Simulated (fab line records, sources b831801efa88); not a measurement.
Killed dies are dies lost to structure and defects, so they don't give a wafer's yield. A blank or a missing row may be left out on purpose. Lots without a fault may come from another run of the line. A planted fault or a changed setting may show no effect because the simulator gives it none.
Which tool did it? | flow gf180mcu | 7 lots, 21 wafers sampled, at 2 steps of a route of 602

WHAT THE GAUGES READ, wafer by wafer
GF_M5_OVL_MEAS_08.
lot  | measured     | on         | M5_OVL (nm)
L440 | day 26 23:31 | overlay-02 | -6 -4 -5
L442 | day 27 16:49 | overlay-02 | 7 4 11
L444 | day 28 05:55 | overlay-02 | 6 1 2
L446 | day 28 22:07 | overlay-01 | 5 0 3
L448 | day 29 13:46 | overlay-02 | -6 2 -2
L457 | day 31 21:28 | overlay-01 | -3 -2 2
L461 | day 32 20:46 | overlay-02 | -5 -1 -5

WHICH TOOL RAN EACH LOT (tool, then ch and the chambers of the sampled wafers, then the start)
lot  | GF_CONTACT_CVD_00
L440 | hdpcvd-02 ch 0,2, day 15 20:21
L442 | hdpcvd-01 ch 0,2, day 16 16:47
L444 | hdpcvd-02 ch 0,1, day 17 06:15
L446 | hdpcvd-01 ch 0,1,2, day 18 01:49
L448 | hdpcvd-01 ch 0,1,2, day 18 21:41
L457 | hdpcvd-02 ch 0,1,2, day 21 23:14
L461 | hdpcvd-01 ch 0,1,2, day 23 07:13
- GF_CONTACT_CVD_00: deposits SiO2, target thk 300 nm, time 50 s.

THE ANSWER, worked out from the rows above alone
Rule: what is usual is taken from the lots themselves. Put in order of their means at a reading, lots are off if they are a third of the lots or fewer, leave a main group of 4 or more, and stand apart from it by a gap of 3 or more times the standard deviation of the main group's means; of several such gaps the widest counts. A main group whose means are all the same, to the digits that the tables above print for the reading, isn't used. A lot without any number at a reading at which 4 lots or more have one is off too. The other lots that the step has rows for count as sound.
No lot is off at any reading shown: from this, nothing can be told.

WHAT THE SIMULATOR HAD PUT IN
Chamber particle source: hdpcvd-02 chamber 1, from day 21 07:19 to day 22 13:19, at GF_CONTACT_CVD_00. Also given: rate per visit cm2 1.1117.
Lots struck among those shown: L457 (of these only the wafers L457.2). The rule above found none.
